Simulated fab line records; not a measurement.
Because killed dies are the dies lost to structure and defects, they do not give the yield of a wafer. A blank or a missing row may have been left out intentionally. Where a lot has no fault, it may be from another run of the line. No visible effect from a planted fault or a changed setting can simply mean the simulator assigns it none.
fab line records    flow gf180mcu
record lots=24  wafers=72  last-day=34
route steps=602 shown V2@385 M3@411 M4@459
lots that met no fault: from a run of the same line without faults
start-h: start of the lot's first displayed wafer, in hours after the record's first day    wait-h: hours since the lot's step before    " same as the row above    L1.1+2: several wafers, shown together as one row    - no value present, or no start provided    * or withheld: withheld    < > ~ a bound
route shown NAME@n: a module of which the file shows steps, and the number in the route of the first    usual: the fault-free wafers' mean and standard deviation    same: alike in all rows    chamber/n: place in a boat    sites: readings site by site    _std_site: how widely they spread, as a standard deviation    _edge_site: the outer-site mean with the inner-site mean subtracted    radius-mm: how far each site lies from the wafer's centre    mask NAME#n: copy n    behind: tool/chamber where the wafer was last shaped    hold: what put the lot on hold/how long, in hours/how the hold closed    device: which transistor (n, p or np) failed to switch    end of line: tests run on the same wafers once the route is complete    where a step has no rows: the recipe by itself    killed: the dies lost at the first sort to structure and to defects; this is not the yield of the wafer    map: shows each die of a wafer: x if killed, . if not, _ if none is there
set.NAME: the setting the step ran with; set.NAME@STEP: the setting that earlier step ran with    model.NAME: the simulator's own value behind a step, which no gauge read
a sample of lots followed through the steps of the route, with each step as a table and each wafer as a row
services: from which hour (start-h, from the record's first day; less than 0 if before it) a tool's chamber was out of use, for how many hours, and why
## steps
# step GF_V2_THK_MEAS_03
# recipe reads=SiO2_of_V2_CVD_02
# usual V2_CVD_02_THK=848/10
lot.wafer  tool           chamber  start-h  wait-h  V2_CVD_02_THK[nm]
L074.2     film-metro-04  -        439.99   0.0     844
L074.5     "              -        "        "       863
L074.6     "              -        "        "       853
L075.1     film-metro-01  -        450.19   0.0     849
L075.2     "              -        "        "       844
L075.4     "              -        "        "       853
L076.2     film-metro-04  -        461.57   0.0     847
L076.3     "              -        "        "       852
L076.4     "              -        "        "       867
L077.2     film-metro-02  -        466.60   0.0     844
L077.3     "              -        "        "       833
L077.6     "              -        "        "       848
L078.3     film-metro-02  -        481.11   0.1     838
L078.4     "              -        "        "       857
L078.5     "              -        "        "       860
L079.1     film-metro-04  -        485.88   0.0     851
L079.4     "              -        "        "       859
L079.5     "              -        "        "       861
L080.2     film-metro-04  -        495.37   0.1     837
L080.3     "              -        "        "       844
L080.4     "              -        "        "       846
L081.3     film-metro-04  -        507.40   0.1     838
L081.4     "              -        "        "       849
L081.6     "              -        "        "       850
L082.3     film-metro-04  -        513.35   0.1     852
L082.4     "              -        "        "       854
L082.5     "              -        "        "       862
L083.1     film-metro-01  -        521.31   0.0     853
L083.2     "              -        "        "       864
L083.6     "              -        "        "       864
L084.1     film-metro-02  -        536.81   0.0     839
L084.2     "              -        "        "       842
L084.5     "              -        "        "       855
L085.1     film-metro-04  -        541.16   0.0     849
L085.3     "              -        "        "       841
L085.6     "              -        "        "       855
L086.2     film-metro-04  -        542.92   0.0     847
L086.4     "              -        "        "       856
L086.6     "              -        "        "       856
L087.1     film-metro-04  -        549.56   0.1     830
L087.4     "              -        "        "       852
L087.6     "              -        "        "       850
L088.1     film-metro-01  -        562.90   0.1     838
L088.3     "              -        "        "       842
L088.6     "              -        "        "       842
L089.2     film-metro-01  -        570.15   0.0     848
L089.4     "              -        "        "       857
L089.5     "              -        "        "       863
L090.2     film-metro-04  -        584.40   0.0     825
L090.3     "              -        "        "       829
L090.6     "              -        "        "       841
L091.1     film-metro-01  -        598.95   0.0     830
L091.4     "              -        "        "       855
L091.5     "              -        "        "       847
L092.1     film-metro-01  -        612.10   0.0     833
L092.4     "              -        "        "       859
L092.6     "              -        "        "       841
L094.1     film-metro-01  -        615.35   0.0     851
L094.2     "              -        "        "       849
L094.5     "              -        "        "       860
L093.1     film-metro-04  -        615.95   0.0     839
L093.2     "              -        "        "       845
L093.3     "              -        "        "       843
L095.3     film-metro-01  -        618.49   0.1     839
L095.5     "              -        "        "       853
L095.6     "              -        "        "       865
L096.2     film-metro-02  -        632.62   0.0     830
L096.3     "              -        "        "       845
L096.6     "              -        "        "       855
L097.2     film-metro-01  -        636.39   0.0     830
L097.3     "              -        "        "       836
L097.6     "              -        "        "       847
# step GF_M3_SPUTTER_02
# recipe material=AlCu  target-thk-nm=450  power-w=10600  time-s=23.9  chamber-pressure-pa=0.4
# usual cathode-dc-power-W=10600/1.9  throttle-valve-pct=29.7/0.93
lot.wafer  tool            chamber  start-h  wait-h  cathode-dc-power-W  throttle-valve-pct
L074.2     pvd-sputter-01  -        466.20   0.0     10602               31.2
L074.5     "               -        "        "       10600               31.5
L074.6     "               -        "        "       10601               28.9
L075.1     pvd-sputter-04  -        476.05   0.0     10600               30.2
L075.2     "               -        "        "       10600               29.1
L075.4     "               -        "        "       10600               29.7
L076.2     pvd-sputter-01  -        488.23   0.0     10601               29.3
L076.3     "               -        "        "       10599               31.6
L076.4     "               -        "        "       10603               29.1
L077.2     pvd-sputter-01  -        492.32   0.0     10602               29.6
L077.3     "               -        "        "       10600               28.6
L077.6     "               -        "        "       10599               29.4
L078.3     pvd-sputter-01  -        506.94   0.0     10606               29.3
L078.4     "               -        "        "       10600               29.0
L078.5     "               -        "        "       10598               28.2
L079.1     pvd-sputter-03  -        511.38   0.0     10601               30.2
L079.4     "               -        "        "       10602               30.5
L079.5     "               -        "        "       10601               30.3
L080.2     pvd-sputter-03  -        521.23   0.0     10599               29.8
L080.3     "               -        "        "       10599               29.2
L080.4     "               -        "        "       10602               30.5
L081.3     pvd-sputter-01  -        532.53   0.0     10598               31.7
L081.4     "               -        "        "       10602               29.5
L081.6     "               -        "        "       10599               31.3
L082.3     pvd-sputter-03  -        538.33   0.0     10601               30.4
L082.4     "               -        "        "       10600               29.7
L082.5     "               -        "        "       10596               30.8
L083.1     pvd-sputter-03  -        546.88   0.0     10600               30.5
L083.2     "               -        "        "       10602               29.6
L083.6     "               -        "        "       10603               29.5
L084.1     pvd-sputter-03  -        561.26   0.0     10601               29.7
L084.2     "               -        "        "       10599               30.4
L084.5     "               -        "        "       10601               30.8
L085.1     pvd-sputter-04  -        565.15   0.0     10598               29.0
L085.3     "               -        "        "       10598               30.1
L085.6     "               -        "        "       10601               29.1
L086.2     pvd-sputter-01  -        568.17   0.0     10598               31.7
L086.4     "               -        "        "       10599               28.5
L086.6     "               -        "        "       10606               31.6
L087.1     pvd-sputter-01  -        574.18   0.0     10600               31.3
L087.4     "               -        "        "       10601               28.6
L087.6     "               -        "        "       10599               29.5
L088.1     pvd-sputter-03  -        587.01   0.0     10600               30.6
L088.3     "               -        "        "       10603               30.6
L088.6     "               -        "        "       10601               30.5
L089.2     pvd-sputter-03  -        594.23   0.0     10600               29.5
L089.4     "               -        "        "       10600               30.5
L089.5     "               -        "        "       10603               30.6
L090.2     pvd-sputter-04  -        608.03   0.0     10600               30.0
L090.3     "               -        "        "       10598               29.0
L090.6     "               -        "        "       10601               30.4
L091.1     pvd-sputter-01  -        621.89   0.0     10600               29.0
L091.4     "               -        "        "       10602               28.5
L091.5     "               -        "        "       10601               28.8
L092.1     pvd-sputter-01  -        635.26   0.0     10602               29.3
L092.4     "               -        "        "       10601               29.1
L092.6     "               -        "        "       10601               28.7
L094.1     pvd-sputter-04  -        638.46   0.0     10602               29.1
L094.2     "               -        "        "       10598               29.1
L094.5     "               -        "        "       10601               29.8
L093.1     pvd-sputter-04  -        638.99   0.0     10603               30.1
L093.2     "               -        "        "       10596               29.9
L093.3     "               -        "        "       10598               29.0
L095.3     pvd-sputter-03  -        640.87   0.0     10604               30.2
L095.5     "               -        "        "       10598               29.0
L095.6     "               -        "        "       10597               30.3
L096.2     pvd-sputter-01  -        655.24   0.0     10602               29.0
L096.3     "               -        "        "       10602               31.7
L096.6     "               -        "        "       10599               31.3
L097.2     pvd-sputter-01  -        658.61   0.0     10599               28.4
L097.3     "               -        "        "       10601               31.6
L097.6     "               -        "        "       10603               29.4
# step GF_M3_SPUTTER_03
# recipe material=Ti  target-thk-nm=10  substrate-temp-c=300  chamber-pressure-pa=0.3  power-w=3000  time-s=6.7
# usual cathode-dc-power-W=3000.0/0.51  throttle-valve-pct=29.7/0.94
lot.wafer  tool            chamber  start-h  wait-h  cathode-dc-power-W  throttle-valve-pct
L074.2     pvd-sputter-01  -        466.23   0.0     3000.8              31.5
L074.5     "               -        "        "       3000.5              31.3
L074.6     "               -        "        "       3000.9              28.9
L075.1     pvd-sputter-04  -        476.08   0.0     3000.4              29.8
L075.2     "               -        "        "       3000.3              29.0
L075.4     "               -        "        "       3000.6              29.8
L076.2     pvd-sputter-01  -        488.26   0.0     2999.5              29.6
L076.3     "               -        "        "       2999.9              31.4
L076.4     "               -        "        "       2998.8              29.1
L077.2     pvd-sputter-01  -        492.35   0.0     2999.2              29.6
L077.3     "               -        "        "       3000.1              28.5
L077.6     "               -        "        "       3000.0              29.5
L078.3     pvd-sputter-01  -        506.97   0.0     2999.3              29.1
L078.4     "               -        "        "       2999.4              29.0
L078.5     "               -        "        "       2999.8              28.4
L079.1     pvd-sputter-03  -        511.41   0.0     2999.8              30.4
L079.4     "               -        "        "       3000.2              30.7
L079.5     "               -        "        "       3000.2              30.1
L080.2     pvd-sputter-03  -        521.26   0.0     3000.0              29.9
L080.3     "               -        "        "       3000.8              28.8
L080.4     "               -        "        "       3000.2              30.5
L081.3     pvd-sputter-01  -        532.56   0.0     3000.9              31.5
L081.4     "               -        "        "       2999.1              29.4
L081.6     "               -        "        "       2999.7              31.3
L082.3     pvd-sputter-03  -        538.36   0.0     2999.4              30.1
L082.4     "               -        "        "       3000.4              29.6
L082.5     "               -        "        "       2999.0              30.7
L083.1     pvd-sputter-03  -        546.91   0.0     2999.6              30.8
L083.2     "               -        "        "       3000.4              29.9
L083.6     "               -        "        "       2999.9              30.0
L084.1     pvd-sputter-03  -        561.29   0.0     3000.0              29.6
L084.2     "               -        "        "       3000.4              30.6
L084.5     "               -        "        "       3000.0              31.0
L085.1     pvd-sputter-04  -        565.18   0.0     3000.0              28.8
L085.3     "               -        "        "       2999.1              29.7
L085.6     "               -        "        "       3000.5              29.2
L086.2     pvd-sputter-01  -        568.20   0.0     3000.9              31.6
L086.4     "               -        "        "       2998.8              28.2
L086.6     "               -        "        "       2999.8              31.5
L087.1     pvd-sputter-01  -        574.21   0.0     3000.3              31.5
L087.4     "               -        "        "       3000.5              28.4
L087.6     "               -        "        "       2999.4              29.4
L088.1     pvd-sputter-03  -        587.04   0.0     3000.3              30.1
L088.3     "               -        "        "       2999.6              30.7
L088.6     "               -        "        "       3000.2              30.6
L089.2     pvd-sputter-03  -        594.26   0.0     2999.8              29.7
L089.4     "               -        "        "       3000.2              31.2
L089.5     "               -        "        "       2999.7              30.7
L090.2     pvd-sputter-04  -        608.06   0.0     2999.9              29.9
L090.3     "               -        "        "       2999.3              28.8
L090.6     "               -        "        "       3000.2              30.4
L091.1     pvd-sputter-01  -        621.92   0.0     2999.8              28.9
L091.4     "               -        "        "       3000.6              28.5
L091.5     "               -        "        "       3001.1              28.5
L092.1     pvd-sputter-01  -        635.29   0.0     3000.8              29.0
L092.4     "               -        "        "       3000.3              29.4
L092.6     "               -        "        "       2999.8              29.1
L094.1     pvd-sputter-04  -        638.49   0.0     3000.0              29.1
L094.2     "               -        "        "       2999.7              29.1
L094.5     "               -        "        "       3000.5              29.9
L093.1     pvd-sputter-04  -        639.02   0.0     3000.1              30.2
L093.2     "               -        "        "       3000.3              29.8
L093.3     "               -        "        "       3000.0              29.1
L095.3     pvd-sputter-03  -        640.90   0.0     3001.1              30.4
L095.5     "               -        "        "       2999.7              29.1
L095.6     "               -        "        "       3000.4              30.2
L096.2     pvd-sputter-01  -        655.27   0.0     3000.2              29.0
L096.3     "               -        "        "       3000.1              31.4
L096.6     "               -        "        "       2999.7              31.5
L097.2     pvd-sputter-01  -        658.64   0.0     2999.9              28.7
L097.3     "               -        "        "       2999.7              31.4
L097.6     "               -        "        "       3000.2              29.3
# step GF_M3_SPUTTER_04
# recipe material=TiN  target-thk-nm=50  power-w=6500  time-s=41.7  chamber-pressure-pa=0.4
# usual cathode-dc-power-W=6500.0/1.2  throttle-valve-pct=29.7/0.91
lot.wafer  tool            chamber  start-h  wait-h  cathode-dc-power-W  throttle-valve-pct
L074.2     pvd-sputter-01  -        466.25   0.0     6499.6              31.3
L074.5     "               -        "        "       6499.8              31.4
L074.6     "               -        "        "       6500.0              28.9
L075.1     pvd-sputter-04  -        476.10   0.0     6500.3              30.0
L075.2     "               -        "        "       6500.7              29.1
L075.4     "               -        "        "       6500.9              29.6
L076.2     pvd-sputter-01  -        488.28   0.0     6500.2              29.6
L076.3     "               -        "        "       6499.2              31.7
L076.4     "               -        "        "       6500.1              29.1
L077.2     pvd-sputter-01  -        492.37   0.0     6498.2              29.3
L077.3     "               -        "        "       6499.0              28.1
L077.6     "               -        "        "       6499.7              29.3
L078.3     pvd-sputter-01  -        506.99   0.0     6500.7              29.5
L078.4     "               -        "        "       6498.5              28.9
L078.5     "               -        "        "       6502.2              28.4
L079.1     pvd-sputter-03  -        511.43   0.0     6500.9              30.0
L079.4     "               -        "        "       6500.2              30.4
L079.5     "               -        "        "       6500.2              30.2
L080.2     pvd-sputter-03  -        521.29   0.0     6499.6              29.7
L080.3     "               -        "        "       6499.8              29.0
L080.4     "               -        "        "       6500.5              30.3
L081.3     pvd-sputter-01  -        532.58   0.0     6501.8              31.4
L081.4     "               -        "        "       6499.4              29.3
L081.6     "               -        "        "       6499.9              31.3
L082.3     pvd-sputter-03  -        538.39   0.0     6499.3              30.5
L082.4     "               -        "        "       6498.8              29.5
L082.5     "               -        "        "       6501.9              30.4
L083.1     pvd-sputter-03  -        546.93   0.0     6498.7              30.5
L083.2     "               -        "        "       6498.9              29.5
L083.6     "               -        "        "       6500.5              29.7
L084.1     pvd-sputter-03  -        561.31   0.0     6500.7              29.5
L084.2     "               -        "        "       6497.8              30.3
L084.5     "               -        "        "       6500.5              30.8
L085.1     pvd-sputter-04  -        565.20   0.0     6502.5              29.0
L085.3     "               -        "        "       6500.0              29.7
L085.6     "               -        "        "       6499.8              28.9
L086.2     pvd-sputter-01  -        568.22   0.0     6498.6              31.5
L086.4     "               -        "        "       6499.5              28.6
L086.6     "               -        "        "       6500.6              31.4
L087.1     pvd-sputter-01  -        574.23   0.0     6501.1              31.2
L087.4     "               -        "        "       6497.5              28.7
L087.6     "               -        "        "       6500.3              29.4
L088.1     pvd-sputter-03  -        587.06   0.0     6501.3              30.6
L088.3     "               -        "        "       6498.4              30.8
L088.6     "               -        "        "       6498.0              30.6
L089.2     pvd-sputter-03  -        594.28   0.0     6500.3              29.9
L089.4     "               -        "        "       6502.7              30.7
L089.5     "               -        "        "       6499.5              30.3
L090.2     pvd-sputter-04  -        608.08   0.0     6497.8              30.0
L090.3     "               -        "        "       6498.9              29.0
L090.6     "               -        "        "       6499.9              30.5
L091.1     pvd-sputter-01  -        621.95   0.0     6500.5              29.0
L091.4     "               -        "        "       6498.2              28.5
L091.5     "               -        "        "       6501.0              28.5
L092.1     pvd-sputter-01  -        635.31   0.0     6498.6              29.1
L092.4     "               -        "        "       6501.4              29.4
L092.6     "               -        "        "       6498.1              28.9
L094.1     pvd-sputter-04  -        638.51   0.0     6500.6              28.8
L094.2     "               -        "        "       6499.8              28.9
L094.5     "               -        "        "       6500.0              29.9
L093.1     pvd-sputter-04  -        639.04   0.0     6501.4              30.4
L093.2     "               -        "        "       6499.4              30.0
L093.3     "               -        "        "       6500.5              29.2
L095.3     pvd-sputter-03  -        640.92   0.0     6500.7              30.6
L095.5     "               -        "        "       6500.8              29.1
L095.6     "               -        "        "       6499.6              30.1
L096.2     pvd-sputter-01  -        655.29   0.0     6498.5              29.1
L096.3     "               -        "        "       6498.4              31.6
L096.6     "               -        "        "       6501.2              31.6
L097.2     pvd-sputter-01  -        658.66   0.0     6502.7              28.6
L097.3     "               -        "        "       6500.9              31.4
L097.6     "               -        "        "       6500.0              29.5
# step GF_M3_CD_MEAS_14
# recipe target-cd-nm=280
# usual cd-nm=279.9/1.2
lot.wafer  tool       chamber  start-h  wait-h  cd-nm
L074.2     cd-sem-01  -        490.53   0.1     280.1
L074.5     "          -        "        "       279.8
L074.6     "          -        "        "       280.3
L075.1     cd-sem-01  -        500.26   0.1     279.4
L075.2     "          -        "        "       280.6
L075.4     "          -        "        "       279.5
L076.2     cd-sem-01  -        511.96   0.1     280.7
L076.3     "          -        "        "       280.5
L076.4     "          -        "        "       281.4
L077.2     cd-sem-01  -        516.41   0.1     280.8
L077.3     "          -        "        "       281.4
L077.6     "          -        "        "       282.3
L078.3     cd-sem-01  -        530.58   0.1     279.6
L078.4     "          -        "        "       277.2
L078.5     "          -        "        "       280.8
L079.1     cd-sem-02  -        534.71   0.1     279.5
L079.4     "          -        "        "       280.4
L079.5     "          -        "        "       279.0
L080.2     cd-sem-02  -        544.11   0.1     278.5
L080.3     "          -        "        "       277.1
L080.4     "          -        "        "       277.7
L081.3     cd-sem-02  -        555.85   0.1     279.2
L081.4     "          -        "        "       278.3
L081.6     "          -        "        "       277.6
L082.3     cd-sem-02  -        561.03   0.1     281.4
L082.4     "          -        "        "       280.7
L082.5     "          -        "        "       281.0
L083.1     cd-sem-02  -        569.11   0.1     280.2
L083.2     "          -        "        "       281.2
L083.6     "          -        "        "       279.5
L084.1     cd-sem-01  -        583.41   0.2     281.6
L084.2     "          -        "        "       280.8
L084.5     "          -        "        "       281.4
L085.1     cd-sem-02  -        587.21   0.1     280.6
L085.3     "          -        "        "       281.1
L085.6     "          -        "        "       280.9
L086.2     cd-sem-01  -        590.08   0.1     279.7
L086.4     "          -        "        "       279.4
L086.6     "          -        "        "       279.5
L087.1     cd-sem-02  -        595.39   0.1     278.8
L087.4     "          -        "        "       278.9
L087.6     "          -        "        "       278.0
L088.1     cd-sem-01  -        608.64   0.1     281.1
L088.3     "          -        "        "       281.9
L088.6     "          -        "        "       280.9
L089.2     cd-sem-02  -        615.96   0.1     282.5
L089.4     "          -        "        "       280.0
L089.5     "          -        "        "       281.5
L090.2     cd-sem-01  -        628.82   0.2     278.5
L090.3     "          -        "        "       278.8
L090.6     "          -        "        "       278.5
L091.1     cd-sem-01  -        641.71   0.1     279.7
L091.4     "          -        "        "       278.9
L091.5     "          -        "        "       280.7
L092.1     cd-sem-02  -        655.16   0.1     279.9
L092.4     "          -        "        "       278.4
L092.6     "          -        "        "       279.4
L094.1     cd-sem-01  -        658.24   0.1     279.4
L094.2     "          -        "        "       278.8
L094.5     "          -        "        "       279.4
L093.1     cd-sem-01  -        658.89   0.1     279.5
L093.2     "          -        "        "       278.1
L093.3     "          -        "        "       280.2
L095.3     cd-sem-01  -        660.78   0.1     280.4
L095.5     "          -        "        "       280.8
L095.6     "          -        "        "       280.6
L096.2     cd-sem-01  -        674.76   0.1     278.1
L096.3     "          -        "        "       278.7
L096.6     "          -        "        "       279.4
L097.2     cd-sem-01  -        678.41   0.1     282.5
L097.3     "          -        "        "       282.0
L097.6     "          -        "        "       282.2
# step GF_M4_SPUTTER_03
# recipe material=Ti  target-thk-nm=10  substrate-temp-c=300  chamber-pressure-pa=0.3  power-w=3000  time-s=6.7
# usual cathode-dc-power-W=2999.9/0.51  throttle-valve-pct=29.6/0.78
lot.wafer  tool            chamber  start-h  wait-h  cathode-dc-power-W  throttle-valve-pct
L074.2     pvd-sputter-02  -        517.48   0.0     2999.5              29.2
L074.5     "               -        "        "       2999.3              29.1
L074.6     "               -        "        "       2999.9              30.2
L075.1     pvd-sputter-04  -        526.83   0.0     3000.5              29.1
L075.2     "               -        "        "       2999.7              30.1
L075.4     "               -        "        "       3000.2              28.8
L076.2     pvd-sputter-04  -        537.78   0.0     3000.0              28.8
L076.3     "               -        "        "       2999.4              29.8
L076.4     "               -        "        "       3000.6              30.5
L077.2     pvd-sputter-04  -        542.83   0.0     3000.0              29.4
L077.3     "               -        "        "       2999.4              28.8
L077.6     "               -        "        "       2999.6              28.7
L078.3     pvd-sputter-04  -        556.56   0.0     3000.5              28.8
L078.4     "               -        "        "       2999.9              30.1
L078.5     "               -        "        "       3000.2              29.9
L079.1     pvd-sputter-01  -        559.89   0.0     3000.0              31.7
L079.4     "               -        "        "       3002.0              28.9
L079.5     "               -        "        "       3000.3              28.2
L080.2     pvd-sputter-04  -        569.69   0.0     2999.5              28.8
L080.3     "               -        "        "       2999.4              30.4
L080.4     "               -        "        "       2999.1              29.5
L081.3     pvd-sputter-01  -        581.41   0.0     3000.1              31.6
L081.4     "               -        "        "       2999.5              28.5
L081.6     "               -        "        "       2999.4              31.4
L082.3     pvd-sputter-04  -        586.26   0.0     2999.7              29.1
L082.4     "               -        "        "       3000.6              30.3
L082.5     "               -        "        "       2999.1              28.8
L083.1     pvd-sputter-02  -        594.16   0.0     3000.1              29.4
L083.2     "               -        "        "       3000.1              29.4
L083.6     "               -        "        "       2999.6              30.2
L084.1     pvd-sputter-01  -        607.67   0.0     3000.0              31.6
L084.2     "               -        "        "       3000.7              28.4
L084.5     "               -        "        "       3000.1              29.1
L085.1     pvd-sputter-02  -        611.52   0.0     3000.3              30.1
L085.3     "               -        "        "       3000.1              29.2
L085.6     "               -        "        "       3000.0              30.2
L086.2     pvd-sputter-02  -        614.62   0.0     2999.3              29.9
L086.4     "               -        "        "       3000.6              29.4
L086.6     "               -        "        "       3000.6              29.4
L087.1     pvd-sputter-01  -        619.96   0.0     3000.3              29.1
L087.4     "               -        "        "       2999.9              28.4
L087.6     "               -        "        "       2999.6              28.3
L088.1     pvd-sputter-02  -        632.58   0.0     2999.5              30.0
L088.3     "               -        "        "       3000.4              29.3
L088.6     "               -        "        "       2999.5              30.1
L089.2     pvd-sputter-01  -        639.32   0.0     2999.9              28.8
L089.4     "               -        "        "       2999.9              31.7
L089.5     "               -        "        "       2999.4              28.4
L090.2     pvd-sputter-02  -        652.38   0.0     2999.7              30.0
L090.3     "               -        "        "       3000.1              29.4
L090.6     "               -        "        "       3000.4              29.4
L091.1     pvd-sputter-01  -        664.72   0.0     2999.9              29.2
L091.4     "               -        "        "       2998.9              31.5
L091.5     "               -        "        "       2999.9              28.9
L092.1     pvd-sputter-02  -        677.76   0.0     2999.3              29.4
L092.4     "               -        "        "       3000.3              30.3
L092.6     "               -        "        "       2999.9              30.4
L094.1     pvd-sputter-04  -        680.74   0.0     2999.8              30.3
L094.2     "               -        "        "       2999.8              28.7
L094.5     "               -        "        "       2999.5              29.0
L093.1     pvd-sputter-02  -        681.19   0.0     2999.9              30.1
L093.2     "               -        "        "       3000.1              29.2
L093.3     "               -        "        "       3000.2              29.9
L095.3     pvd-sputter-04  -        683.40   0.0     2999.5              30.5
L095.5     "               -        "        "       2998.9              28.8
L095.6     "               -        "        "       2999.5              30.2
L096.2     pvd-sputter-01  -        696.95   0.0     2999.8              31.4
L096.3     "               -        "        "       3000.0              28.7
L096.6     "               -        "        "       2999.9              28.9
L097.2     pvd-sputter-04  -        700.28   0.0     2999.5              28.8
L097.3     "               -        "        "       2999.8              29.9
L097.6     "               -        "        "       3000.5              28.9
## services
tool            chamber  start-h  hours  kind
pvd-sputter-01  -        459.55   0.6    repair
pvd-sputter-04  0        460.02   -      consumable-replace:kit
pvd-sputter-04  0        460.02   18.0   scheduled-down
pvd-sputter-04  0        460.02   18.0   vent-cycle
pvd-sputter-01  0        468.88   -      consumable-replace:kit
pvd-sputter-01  0        468.88   18.0   scheduled-down
pvd-sputter-01  0        468.88   18.0   vent-cycle
pvd-sputter-03  -        487.65   2.0    repair
pvd-sputter-03  -        489.88   5.8    repair
pvd-sputter-04  -        510.74   0.5    repair
pvd-sputter-02  -        557.42   12.3   repair
pvd-sputter-03  -        622.67   3.8    repair
pvd-sputter-04  3        639.75   -      consumable-replace:kit
pvd-sputter-04  3        639.75   18.0   scheduled-down
pvd-sputter-04  3        639.75   18.0   vent-cycle
pvd-sputter-01  3        639.94   -      consumable-replace:kit
pvd-sputter-01  3        639.94   18.0   scheduled-down
pvd-sputter-01  3        639.94   18.0   vent-cycle
pvd-sputter-03  3        640.96   -      consumable-replace:kit
pvd-sputter-03  3        640.96   18.0   scheduled-down
pvd-sputter-03  3        640.96   18.0   vent-cycle
## key
fault none
